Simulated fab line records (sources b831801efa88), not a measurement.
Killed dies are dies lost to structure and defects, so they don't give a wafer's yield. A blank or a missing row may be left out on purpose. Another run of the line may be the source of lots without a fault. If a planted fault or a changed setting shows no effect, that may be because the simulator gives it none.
fab line records -- flow sky130 -- part 1 of 2: steps 1 to 41 of 42
record: lots: 6, wafers: 18, last_day: 49
route steps=708 shown SD_N@343 SD_P@359 RES_XHIGH@360 SALICIDE@361 LI_CONTACT@362 PAD_OPEN@708
lots that met no fault: taken from a fault-free run of the same line
start_h: the number of hours between the record's first day and the start of the first shown wafer of the lot -- wait_h: hours from the lot's prior step to this one -- " unchanged from the row above -- L1.1+2: a row that stands for several wafers -- - either no value or no given start -- * or withheld: withheld -- < > ~ a bound
route shown NAME@n: names a module that has steps shown in the file, with the first one's number in the route -- usual: mean/standard deviation taken from wafers without a fault -- same: alike in all rows -- chamber/n: place in a boat -- sites: per-site readings -- _std_site: standard deviation of those values -- _edge_site: the outer-site mean with the inner-site mean subtracted -- radius_mm: how far each site lies from the wafer's centre -- mask NAME#n: copy n -- behind: the last tool/chamber to shape the wafer -- hold: why the lot was held/for how many hours/how that ended -- device: whichever transistor did not switch (one of n, p or np) -- end of line: the route-end tests of the same wafers -- for a step that has no rows: nothing shown but its recipe -- killed: dies lost to structure and defects at the first sort, not the wafer's yield -- map: a wafer's dies, x killed, . not, _ none there
set.NAME: the setting the step ran with; set.NAME@STEP: the setting that earlier step ran with -- model.NAME: the simulator's own value behind a step, which no gauge read
a table for each step, a row for each wafer; lots at some steps of the route
services: a tool's chamber out of use, with start hour (start_h, from the record's first day; less than 0 if before it), hours out, and reason
== steps ==
step: SKY_SD_N_HMDS_01
recipe: prime_time_s: 60, prime_temp_c: 120
step: SKY_SD_N_COAT_02
recipe: resist: NOVOLAK, spin_rpm: 3000, resist_thk_nm: 1140
step: SKY_SD_N_SOFTBAKE_03
recipe: temp_c: 90, time_s: 60, resist: NOVOLAK
step: SKY_SD_N_EXPOSE_04
recipe: mask_id: NSDM, na: 0.6, source_shape: conventional, sigma_outer: 0.6, polarization: unpolarized, target_cd_nm: 380, dose_mj: 141
step: SKY_SD_N_PEB_05
recipe: temp_c: withheld, time_s: *, resist: NOVOLAK
step: SKY_SD_N_DEVELOP_06
recipe: resist: NOVOLAK, developer: TMAH, develop_time_s: 60, dev_temp_c: 23
step: SKY_SD_N_CD_MEAS_07
recipe: target_cd_nm: 380
usual: cd_nm: 380.2/2.6
lot.wafer,tool,chamber,start_h,wait_h,cd_nm
L676.4,cd_sem-02,-,667.19,0.1,382.5
L676.5,cd_sem-02,-,667.19,0.1,379.6
L676.6,cd_sem-02,-,667.19,0.1,383.4
L678.1,cd_sem-01,-,671.58,0.1,381.6
L678.3,cd_sem-01,-,671.58,0.1,381.9
L678.6,cd_sem-01,-,671.58,0.1,382.1
L677.1,cd_sem-02,-,677.52,0.1,380.3
L677.3,cd_sem-02,-,677.52,0.1,380.1
L677.5,cd_sem-02,-,677.52,0.1,381.8
L688.1,cd_sem-02,-,758.33,0.1,381.3
L688.3,cd_sem-02,-,758.33,0.1,383.0
L688.5,cd_sem-02,-,758.33,0.1,384.5
L689.3,cd_sem-02,-,778.47,0.1,376.2
L689.4,cd_sem-02,-,778.47,0.1,376.0
L689.5,cd_sem-02,-,778.47,0.1,377.7
L692.1,cd_sem-02,-,789.63,0.1,382.3
L692.5,cd_sem-02,-,789.63,0.1,382.1
L692.6,cd_sem-02,-,789.63,0.1,382.9
step: SKY_SD_N_OVL_MEAS_08
usual: SD_N_OVL: 0.8/1.3
lot.wafer,tool,chamber,start_h,wait_h,SD_N_OVL[nm]
L676.4,overlay-01,-,667.27,0.1,1.8
L676.5,overlay-01,-,667.27,0.1,0.6
L676.6,overlay-01,-,667.27,0.1,-0.7
L678.1,overlay-02,-,671.70,0.1,1.4
L678.3,overlay-02,-,671.70,0.1,1.0
L678.6,overlay-02,-,671.70,0.1,1.1
L677.1,overlay-02,-,677.64,0.1,-0.2
L677.3,overlay-02,-,677.64,0.1,1.2
L677.5,overlay-02,-,677.64,0.1,0.1
L688.1,overlay-02,-,758.45,0.1,-0.8
L688.3,overlay-02,-,758.45,0.1,-0.6
L688.5,overlay-02,-,758.45,0.1,0.5
L689.3,overlay-02,-,778.57,0.1,0.0
L689.4,overlay-02,-,778.57,0.1,0.1
L689.5,overlay-02,-,778.57,0.1,0.2
L692.1,overlay-01,-,789.75,0.1,0.6
L692.5,overlay-01,-,789.75,0.1,1.0
L692.6,overlay-01,-,789.75,0.1,2.2
step: SKY_SD_N_IMPLANT_09
recipe: species: As, energy_kev: 50, dose_cm2: 4e+15, tilt_deg: 0
step: SKY_SD_N_IMPLANT_10
recipe: species: P, energy_kev: 20, dose_cm2: 1e+14, tilt_deg: 0
step: SKY_SD_N_STRIP_11
recipe: chemistry: O2/N2, power_w: 1400, pressure_mtorr: 1500, platen_temp_c: withheld, o2_flow_sccm: 3000, n2_flow_sccm: 300, overash_fraction: 0.5
usual: drypump_motor_current_A: 5.5/0.36, oes_product_au: 0.527/0.0045, strip_time_to_endpoint_s: 22.54/0.038
lot.wafer,tool,chamber,start_h,wait_h,drypump_motor_current_A,oes_product_au,rf_hours_counter_h,strip_time_to_endpoint_s
L676.4,plasma_asher-03,1,667.62,0.1,5.9,0.527,-,22.53
L676.5,plasma_asher-03,0,667.62,0.1,5.5,0.520,-,22.56
L676.6,plasma_asher-03,1,667.62,0.1,5.9,0.525,-,22.51
L678.1,plasma_asher-01,1,672.03,0.1,5.4,0.523,98,22.56
L678.3,plasma_asher-01,0,672.03,0.1,6.0,0.528,-,22.55
L678.6,plasma_asher-01,1,672.03,0.1,5.4,0.525,-,22.54
L677.1,plasma_asher-03,0,678.06,0.1,5.5,0.531,23,22.49
L677.3,plasma_asher-03,1,678.06,0.1,5.9,0.525,-,22.58
L677.5,plasma_asher-03,0,678.06,0.1,5.5,0.529,-,22.55
L688.1,plasma_asher-03,0,758.79,0.1,5.5,0.527,29,22.54
L688.3,plasma_asher-03,1,758.79,0.1,5.9,0.520,-,22.50
L688.5,plasma_asher-03,1,758.79,0.1,5.9,0.524,-,22.48
L689.3,plasma_asher-03,0,778.92,0.1,5.5,0.529,-,22.59
L689.4,plasma_asher-03,1,778.92,0.1,5.9,0.527,-,22.53
L689.5,plasma_asher-03,0,778.92,0.1,5.5,0.530,-,22.61
L692.1,plasma_asher-01,0,790.09,0.1,5.9,0.530,5,22.53
L692.5,plasma_asher-01,1,790.09,0.1,5.5,0.531,-,22.51
L692.6,plasma_asher-01,0,790.09,0.1,5.9,0.521,-,22.53
step: SKY_SD_N_TW_MEAS_12
usual: SD_N_TW: 3959/42
lot.wafer,tool,chamber,start_h,wait_h,SD_N_TW
L676.4,film_metro-03,-,667.71,0.1,4026
L676.5,film_metro-03,-,667.71,0.1,3988
L676.6,film_metro-03,-,667.71,0.1,3989
L678.1,film_metro-02,-,672.13,0.1,3972
L678.3,film_metro-02,-,672.13,0.1,3976
L678.6,film_metro-02,-,672.13,0.1,3957
L677.1,film_metro-02,-,678.16,0.1,3966
L677.3,film_metro-02,-,678.16,0.1,3952
L677.5,film_metro-02,-,678.16,0.1,3934
L688.1,film_metro-03,-,758.89,0.1,4002
L688.3,film_metro-03,-,758.89,0.1,4026
L688.5,film_metro-03,-,758.89,0.1,3991
L689.3,film_metro-01,-,779.01,0.1,3914
L689.4,film_metro-01,-,779.01,0.1,3890
L689.5,film_metro-01,-,779.01,0.1,3900
L692.1,film_metro-03,-,790.19,0.1,4038
L692.5,film_metro-03,-,790.19,0.1,4028
L692.6,film_metro-03,-,790.19,0.1,4034
step: SKY_SD_N_CLEAN_13
recipe: chemistry: SC1/SC2, mix: 1:4:20, temp_c: 70, time_s: 150, dry: n2_spin
usual: bath_heat_duty_pct: 13.0/1.6
lot.wafer,tool,chamber,start_h,wait_h,bath_heat_duty_pct
L676.4,wet_bench-03,1,667.74,0.0,10.9
L676.5,wet_bench-03,1,667.74,0.0,10.8
L676.6,wet_bench-03,1,667.74,0.0,11.2
L678.1,wet_bench-04,1,672.19,0.1,15.3
L678.3,wet_bench-04,1,672.19,0.1,14.3
L678.6,wet_bench-04,1,672.19,0.1,14.3
L677.1,wet_bench-01,0,678.22,0.1,12.4
L677.3,wet_bench-01,0,678.22,0.1,12.4
L677.5,wet_bench-01,0,678.22,0.1,12.1
L688.1,wet_bench-01,1,758.95,0.1,12.7
L688.3,wet_bench-01,1,758.95,0.1,13.1
L688.5,wet_bench-01,1,758.95,0.1,13.0
L689.3,wet_bench-01,3,779.05,0.0,14.0
L689.4,wet_bench-01,3,779.05,0.0,12.8
L689.5,wet_bench-01,3,779.05,0.0,14.2
L692.1,wet_bench-03,0,790.25,0.1,12.9
L692.5,wet_bench-03,0,790.25,0.1,10.6
L692.6,wet_bench-03,0,790.25,0.1,12.5
step: SKY_SD_N_RTA_14
recipe: temp_c: 1075, time_s: 2, idle_temp_c: 650, ramp_up_c_per_s: 150, ramp_down_c_per_s: 90, ambient: N2
usual: lamp_power_pct: 15.74/0.053, wafer_temp_C_max: 1078.1/1.5
lot.wafer,tool,chamber,start_h,wait_h,lamp_power_pct,wafer_temp_C_max
L676.4,rtp_anneal-02,0,667.82,0.0,15.80,1077.3
L676.5,rtp_anneal-02,0,667.82,0.0,15.74,1076.2
L676.6,rtp_anneal-02,0,667.82,0.0,15.87,1077.6
L678.1,rtp_anneal-01,0,672.26,0.0,15.75,1078.2
L678.3,rtp_anneal-01,0,672.26,0.0,15.73,1078.1
L678.6,rtp_anneal-01,0,672.26,0.0,15.84,1078.4
L677.1,rtp_anneal-02,0,678.27,0.0,15.84,1077.7
L677.3,rtp_anneal-02,0,678.27,0.0,15.69,1079.1
L677.5,rtp_anneal-02,0,678.27,0.0,15.76,1075.5
L688.1,rtp_anneal-02,0,759.00,0.0,15.81,1078.3
L688.3,rtp_anneal-02,0,759.00,0.0,15.75,1078.4
L688.5,rtp_anneal-02,0,759.00,0.0,15.75,1078.5
L689.3,rtp_anneal-01,0,779.12,0.0,15.79,1080.4
L689.4,rtp_anneal-01,0,779.12,0.0,15.81,1077.9
L689.5,rtp_anneal-01,0,779.12,0.0,15.66,1078.7
L692.1,rtp_anneal-02,0,790.31,0.0,15.63,1076.9
L692.5,rtp_anneal-02,0,790.31,0.0,15.62,1078.9
L692.6,rtp_anneal-02,0,790.31,0.0,15.70,1077.1
step: SKY_SD_N_RS_MEAS_16
recipe: thk_meas_gauge: four-point-probe
usual: SD_N_RS: 68.57/0.12
lot.wafer,tool,chamber,start_h,wait_h,SD_N_RS[ohm/sq]
L676.4,film_metro-03,-,668.03,0.1,68.35
L676.5,film_metro-03,-,668.03,0.1,68.60
L676.6,film_metro-03,-,668.03,0.1,68.53
L678.1,film_metro-01,-,672.43,0.1,68.51
L678.3,film_metro-01,-,672.43,0.1,68.62
L678.6,film_metro-01,-,672.43,0.1,68.57
L677.1,film_metro-02,-,678.45,0.1,68.57
L677.3,film_metro-02,-,678.45,0.1,68.76
L677.5,film_metro-02,-,678.45,0.1,68.72
L688.1,film_metro-02,-,759.17,0.1,68.67
L688.3,film_metro-02,-,759.17,0.1,68.77
L688.5,film_metro-02,-,759.17,0.1,68.65
L689.3,film_metro-02,-,779.32,0.1,68.80
L689.4,film_metro-02,-,779.32,0.1,68.67
L689.5,film_metro-02,-,779.32,0.1,68.71
L692.1,film_metro-01,-,790.48,0.1,68.54
L692.5,film_metro-01,-,790.48,0.1,68.59
L692.6,film_metro-01,-,790.48,0.1,68.48
step: SKY_SD_N_RS_MEAS_17
recipe: thk_meas_gauge: four-point-probe
usual: SD_P_RS: 147.1/0.39
lot.wafer,tool,chamber,start_h,wait_h,SD_P_RS[ohm/sq]
L676.4,film_metro-03,-,668.15,0.1,146.7
L676.5,film_metro-03,-,668.15,0.1,147.1
L676.6,film_metro-03,-,668.15,0.1,146.8
L678.1,film_metro-01,-,672.55,0.1,147.3
L678.3,film_metro-01,-,672.55,0.1,147.1
L678.6,film_metro-01,-,672.55,0.1,146.7
L677.1,film_metro-02,-,678.57,0.1,146.6
L677.3,film_metro-02,-,678.57,0.1,147.1
L677.5,film_metro-02,-,678.57,0.1,146.7
L688.1,film_metro-02,-,759.29,0.1,147.3
L688.3,film_metro-02,-,759.29,0.1,147.3
L688.5,film_metro-02,-,759.29,0.1,146.6
L689.3,film_metro-02,-,779.44,0.1,147.5
L689.4,film_metro-02,-,779.44,0.1,147.5
L689.5,film_metro-02,-,779.44,0.1,147.7
L692.1,film_metro-01,-,790.60,0.1,147.2
L692.5,film_metro-01,-,790.60,0.1,147.4
L692.6,film_metro-01,-,790.60,0.1,147.3
step: SKY_SD_N_RS_MEAS_18
recipe: thk_meas_gauge: four-point-probe
usual: RES_XHIGH_RS: 333.5/1.3
lot.wafer,tool,chamber,start_h,wait_h,RES_XHIGH_RS[ohm/sq]
L676.4,film_metro-03,-,668.27,0.1,333.3
L676.5,film_metro-03,-,668.27,0.1,333.5
L676.6,film_metro-03,-,668.27,0.1,332.2
L678.1,film_metro-01,-,672.67,0.1,334.0
L678.3,film_metro-01,-,672.67,0.1,334.5
L678.6,film_metro-01,-,672.67,0.1,334.5
L677.1,film_metro-02,-,678.69,0.1,333.0
L677.3,film_metro-02,-,678.69,0.1,331.4
L677.5,film_metro-02,-,678.69,0.1,333.6
L688.1,film_metro-02,-,759.41,0.1,332.4
L688.3,film_metro-02,-,759.41,0.1,333.8
L688.5,film_metro-02,-,759.41,0.1,332.4
L689.3,film_metro-02,-,779.56,0.1,334.3
L689.4,film_metro-02,-,779.56,0.1,333.5
L689.5,film_metro-02,-,779.56,0.1,335.4
L692.1,film_metro-01,-,790.72,0.1,330.3
L692.5,film_metro-01,-,790.72,0.1,329.7
L692.6,film_metro-01,-,790.72,0.1,330.6
step: SKY_SALICIDE_CLEAN_00
recipe: chemistry: HF-last, time_s: 30, dilution: 100:1, dry: ipa_marangoni
step: SKY_LI_CONTACT_HDPCVD_00
recipe: material: PSG, target_thk_nm: 930, sigma_open_frac: 0.3, time_s: 155, temp_c: 600, sih4_flow_sccm: 60, pressure_mtorr: 6
step: SKY_LI_CONTACT_THK_MEAS_01
recipe: reads: PSG_of_LI_CONTACT_HDPCVD_00
usual: LI_CONTACT_HDPCVD_THK: 931/9.1
lot.wafer,tool,chamber,start_h,wait_h,LI_CONTACT_HDPCVD_THK[nm]
L676.4,film_metro-01,-,668.48,0.0,934
L676.5,film_metro-01,-,668.48,0.0,925
L676.6,film_metro-01,-,668.48,0.0,944
L678.1,film_metro-02,-,672.92,0.1,933
L678.3,film_metro-02,-,672.92,0.1,922
L678.6,film_metro-02,-,672.92,0.1,933
L677.1,film_metro-03,-,678.93,0.1,931
L677.3,film_metro-03,-,678.93,0.1,919
L677.5,film_metro-03,-,678.93,0.1,934
L688.1,film_metro-03,-,759.65,0.1,944
L688.3,film_metro-03,-,759.65,0.1,935
L688.5,film_metro-03,-,759.65,0.1,927
L689.3,film_metro-02,-,779.78,0.1,939
L689.4,film_metro-02,-,779.78,0.1,942
L689.5,film_metro-02,-,779.78,0.1,949
L692.1,film_metro-01,-,790.96,0.1,938
L692.5,film_metro-01,-,790.96,0.1,928
L692.6,film_metro-01,-,790.96,0.1,924
step: SKY_LI_CONTACT_CMP_02
recipe: material: PSG, down_force_psi: 4, platen_rpm: 60, pad_velocity_m_s: 0.94248
step: SKY_LI_CONTACT_BOW_MEAS_03
recipe: mode: bow
usual: LI_CONTACT_BOW: 57/6.6
lot.wafer,tool,chamber,start_h,wait_h,LI_CONTACT_BOW[um]
L676.4,film_metro-02,-,668.87,0.2,53
L676.5,film_metro-02,-,668.87,0.2,51
L676.6,film_metro-02,-,668.87,0.2,62
L678.1,film_metro-03,-,673.28,0.2,56
L678.3,film_metro-03,-,673.28,0.2,48
L678.6,film_metro-03,-,673.28,0.2,47
L677.1,film_metro-03,-,679.29,0.2,49
L677.3,film_metro-03,-,679.29,0.2,56
L677.5,film_metro-03,-,679.29,0.2,52
L688.1,film_metro-01,-,760.01,0.2,53
L688.3,film_metro-01,-,760.01,0.2,58
L688.5,film_metro-01,-,760.01,0.2,46
L689.3,film_metro-03,-,780.19,0.2,39
L689.4,film_metro-03,-,780.19,0.2,61
L689.5,film_metro-03,-,780.19,0.2,51
L692.1,film_metro-03,-,791.32,0.2,55
L692.5,film_metro-03,-,791.32,0.2,65
L692.6,film_metro-03,-,791.32,0.2,53
step: SKY_LI_CONTACT_DEHYDRATE_04
recipe: temp_c: 200, time_s: 60
step: SKY_LI_CONTACT_HMDS_05
recipe: prime_time_s: 60, prime_temp_c: 120
step: SKY_LI_CONTACT_COAT_06
recipe: resist: BARC, temp_c: withheld, time_s: withheld, spin_rpm: 3000, resist_thk_nm: 60
step: SKY_LI_CONTACT_COAT_07
recipe: resist: KrF-thick, spin_rpm: 3000, resist_thk_nm: 450
step: SKY_LI_CONTACT_SOFTBAKE_08
recipe: temp_c: 100, time_s: 90, resist: KrF-thick
step: SKY_LI_CONTACT_EXPOSE_09
recipe: mask_id: LICM1, na: 0.8, source_shape: annular, sigma_inner: 0.55, sigma_outer: 0.85, target_cd_nm: 170, dose_mj: 38
step: SKY_LI_CONTACT_PEB_10
recipe: peb_temp_c: withheld, peb_time_s: withheld, resist: KrF-thick
step: SKY_LI_CONTACT_DEVELOP_11
recipe: develop_time_s: 60, resist: KrF-thick, dev_temp_c: 21
step: SKY_LI_CONTACT_CD_MEAS_12
recipe: target_cd_nm: 170
usual: cd_nm: 170.0/1.6
lot.wafer,tool,chamber,start_h,wait_h,cd_nm
L676.4,cd_sem-01,-,696.48,-,168.5
L676.5,cd_sem-01,-,696.48,-,168.4
L676.6,cd_sem-01,-,696.48,-,168.1
L678.1,cd_sem-01,-,700.64,-,169.2
L678.3,cd_sem-01,-,700.64,-,168.9
L678.6,cd_sem-01,-,700.64,-,169.7
L677.1,cd_sem-02,-,706.79,-,168.0
L677.3,cd_sem-02,-,706.79,-,168.3
L677.5,cd_sem-02,-,706.79,-,168.7
L688.1,cd_sem-01,-,786.99,-,172.8
L688.3,cd_sem-01,-,786.99,-,172.0
L688.5,cd_sem-01,-,786.99,-,172.4
L689.3,cd_sem-01,-,806.97,-,170.1
L689.4,cd_sem-01,-,806.97,-,170.6
L689.5,cd_sem-01,-,806.97,-,171.3
L692.1,cd_sem-01,-,818.39,-,169.0
L692.5,cd_sem-01,-,818.39,-,168.5
L692.6,cd_sem-01,-,818.39,-,169.7
step: SKY_LI_CONTACT_OVL_MEAS_13
usual: LI_CONTACT_OVL: -1/6
lot.wafer,tool,chamber,start_h,wait_h,LI_CONTACT_OVL[nm]
L676.4,overlay-01,-,696.55,0.1,-1
L676.5,overlay-01,-,696.55,0.1,-3
L676.6,overlay-01,-,696.55,0.1,3
L678.1,overlay-01,-,700.76,0.1,2
L678.3,overlay-01,-,700.76,0.1,9
L678.6,overlay-01,-,700.76,0.1,5
L677.1,overlay-02,-,706.91,0.1,-8
L677.3,overlay-02,-,706.91,0.1,-8
L677.5,overlay-02,-,706.91,0.1,-7
L688.1,overlay-02,-,787.11,0.1,-18
L688.3,overlay-02,-,787.11,0.1,-6
L688.5,overlay-02,-,787.11,0.1,-13
L689.3,overlay-02,-,807.06,0.1,-15
L689.4,overlay-02,-,807.06,0.1,-17
L689.5,overlay-02,-,807.06,0.1,-14
L692.1,overlay-01,-,818.51,0.1,2
L692.5,overlay-01,-,818.51,0.1,-5
L692.6,overlay-01,-,818.51,0.1,1
step: SKY_LI_CONTACT_ETCH_14
recipe: chemistry: N2/H2, target: BARC, ion_energy_ev: 200, source_w: 500, bias_w: 100, pressure_mtorr: 30, n2_flow_sccm: 100, h2_flow_sccm: 200, stop_on: SiO2, time_s: 45.9, target_depth_a: 600
step: SKY_LI_CONTACT_ETCH_15
recipe: target: PSG, chemistry: C4F8/O2/Ar, stop_on: Si, taper_deg: 4.15, mask_material: KrF-thick, source_w: 1500, bias_w: 1200, pressure_mtorr: 40, c4f8_flow_sccm: withheld, O2_flow_sccm: 6, Ar_flow_sccm: 300, time_s: withheld, target_depth_a: 6000
usual: oes_product_au: 0.837/0.0046
lot.wafer,tool,chamber,start_h,wait_h,oes_product_au
L676.4,rie_diel-04,1,696.66,0.0,0.836
L676.5,rie_diel-04,0,696.66,0.0,0.825
L676.6,rie_diel-04,3,696.66,0.0,0.840
L678.1,rie_diel-01,0,700.84,0.0,0.836
L678.3,rie_diel-01,3,700.84,0.0,0.835
L678.6,rie_diel-01,1,700.84,0.0,0.837
L677.1,rie_diel-04,0,706.99,0.0,0.839
L677.3,rie_diel-04,1,706.99,0.0,0.842
L677.5,rie_diel-04,1,706.99,0.0,0.835
L688.1,rie_diel-01,0,787.18,0.0,0.838
L688.3,rie_diel-01,1,787.18,0.0,0.844
L688.5,rie_diel-01,0,787.18,0.0,0.836
L689.3,rie_diel-02,0,807.13,0.0,0.842
L689.4,rie_diel-02,0,807.13,0.0,0.840
L689.5,rie_diel-02,2,807.13,0.0,0.839
L692.1,rie_diel-04,1,818.59,0.0,0.837
L692.5,rie_diel-04,1,818.59,0.0,0.837
L692.6,rie_diel-04,2,818.59,0.0,0.835
step: SKY_LI_CONTACT_STRIP_16
recipe: chemistry: O2/N2, power_w: 1400, pressure_mtorr: 1500, platen_temp_c: withheld, o2_flow_sccm: 3000, n2_flow_sccm: 300, overash_fraction: 0.5
usual: drypump_motor_current_A: 5.69/0.16, oes_product_au: 0.374/0.0043, strip_time_to_endpoint_s: 3.48/0.032
lot.wafer,tool,chamber,start_h,wait_h,drypump_motor_current_A,oes_product_au,rf_hours_counter_h,strip_time_to_endpoint_s
L676.4,plasma_asher-03,0,696.73,-,5.54,0.374,-,3.48
L676.5,plasma_asher-03,0,696.73,-,5.53,0.372,-,3.44
L676.6,plasma_asher-03,1,696.73,-,5.91,0.368,-,3.48
L678.1,plasma_asher-03,1,700.92,-,5.91,0.375,25,3.48
L678.3,plasma_asher-03,0,700.92,-,5.54,0.376,-,3.53
L678.6,plasma_asher-03,1,700.92,-,5.91,0.372,-,3.51
L677.1,plasma_asher-03,0,707.07,-,5.53,0.376,25,3.44
L677.3,plasma_asher-03,1,707.07,-,5.88,0.378,-,3.53
L677.5,plasma_asher-03,1,707.07,-,5.92,0.374,-,3.48
L688.1,plasma_asher-03,0,787.27,-,5.54,0.371,32,3.52
L688.3,plasma_asher-03,0,787.27,-,5.53,0.374,-,3.51
L688.5,plasma_asher-03,1,787.27,-,5.90,0.384,-,3.52
L689.3,plasma_asher-03,1,807.25,-,5.90,0.375,-,3.51
L689.4,plasma_asher-03,0,807.25,-,5.53,0.371,-,3.53
L689.5,plasma_asher-03,1,807.25,-,5.93,0.371,-,3.54
L692.1,plasma_asher-03,1,818.67,-,5.90,0.383,35,3.53
L692.5,plasma_asher-03,0,818.67,-,5.54,0.377,-,3.55
L692.6,plasma_asher-03,1,818.67,-,5.87,0.370,-,3.49
step: SKY_LI_CONTACT_CLEAN_17
recipe: chemistry: NMP, time_s: 600, temp_c: 60, dry: n2_spin
step: SKY_LI_CONTACT_PRE_CLEAN_18
recipe: gas: Ar, time_s: 5.6, bias_v: 358
step: SKY_LI_CONTACT_SPUTTER_19
recipe: material: Ti, target_thk_nm: 20, chamber_pressure_pa: 5, power_w: 2500, substrate_temp_c: 200, time_s: 106.37
step: SKY_LI_CONTACT_SPUTTER_20
recipe: material: TiN, target_thk_nm: 20, chamber_pressure_pa: 5, power_w: 4000, time_s: 80
usual: throttle_valve_pct: 30.2/1.3
lot.wafer,tool,chamber,start_h,wait_h,throttle_valve_pct
L676.4,pvd_sputter-02,-,697.07,0.0,28.3
L676.5,pvd_sputter-02,-,697.07,0.0,31.5
L676.6,pvd_sputter-02,-,697.07,0.0,28.3
L678.1,pvd_sputter-01,-,701.29,0.0,30.2
L678.3,pvd_sputter-01,-,701.29,0.0,28.9
L678.6,pvd_sputter-01,-,701.29,0.0,28.7
L677.1,pvd_sputter-03,-,707.44,0.0,32.1
L677.3,pvd_sputter-03,-,707.44,0.0,30.7
L677.5,pvd_sputter-03,-,707.44,0.0,30.6
L688.1,pvd_sputter-02,-,787.64,0.0,31.6
L688.3,pvd_sputter-02,-,787.64,0.0,29.4
L688.5,pvd_sputter-02,-,787.64,0.0,29.0
L689.3,pvd_sputter-01,-,807.60,0.0,31.1
L689.4,pvd_sputter-01,-,807.60,0.0,30.0
L689.5,pvd_sputter-01,-,807.60,0.0,30.1
L692.1,pvd_sputter-01,-,819.04,0.0,30.8
L692.5,pvd_sputter-01,-,819.04,0.0,30.4
L692.6,pvd_sputter-01,-,819.04,0.0,30.3
step: SKY_LI_CONTACT_CVD_21
recipe: material: W, target_thk_nm: 400, time_s: 120.56, temp_c: 400, pressure_torr: 40
step: SKY_LI_CONTACT_RS_MEAS_22
recipe: thk_meas_gauge: four-point-probe, reads: W_of_LI_CONTACT_CVD_21+TiN_of_LI_CONTACT_SPUTTER_20+Ti_of_LI_CONTACT_SPUTTER_19
usual: LI_CONTACT_W_RS: 0.2862/0.003
lot.wafer,tool,chamber,start_h,wait_h,LI_CONTACT_W_RS[ohm/sq]
L676.4,film_metro-02,-,697.32,0.1,0.2851
L676.5,film_metro-02,-,697.32,0.1,0.2859
L676.6,film_metro-02,-,697.32,0.1,0.2882
L678.1,film_metro-02,-,701.51,0.1,0.2867
L678.3,film_metro-02,-,701.51,0.1,0.2839
L678.6,film_metro-02,-,701.51,0.1,0.2848
L677.1,film_metro-03,-,707.63,0.1,0.2862
L677.3,film_metro-03,-,707.63,0.1,0.2853
L677.5,film_metro-03,-,707.63,0.1,0.2855
L688.1,film_metro-01,-,787.83,0.1,0.2895
L688.3,film_metro-01,-,787.83,0.1,0.2860
L688.5,film_metro-01,-,787.83,0.1,0.2897
L689.3,film_metro-02,-,807.83,0.1,0.2919
L689.4,film_metro-02,-,807.83,0.1,0.2847
L689.5,film_metro-02,-,807.83,0.1,0.2966
L692.1,film_metro-02,-,819.23,0.1,0.2853
L692.5,film_metro-02,-,819.23,0.1,0.2816
L692.6,film_metro-02,-,819.23,0.1,0.2842
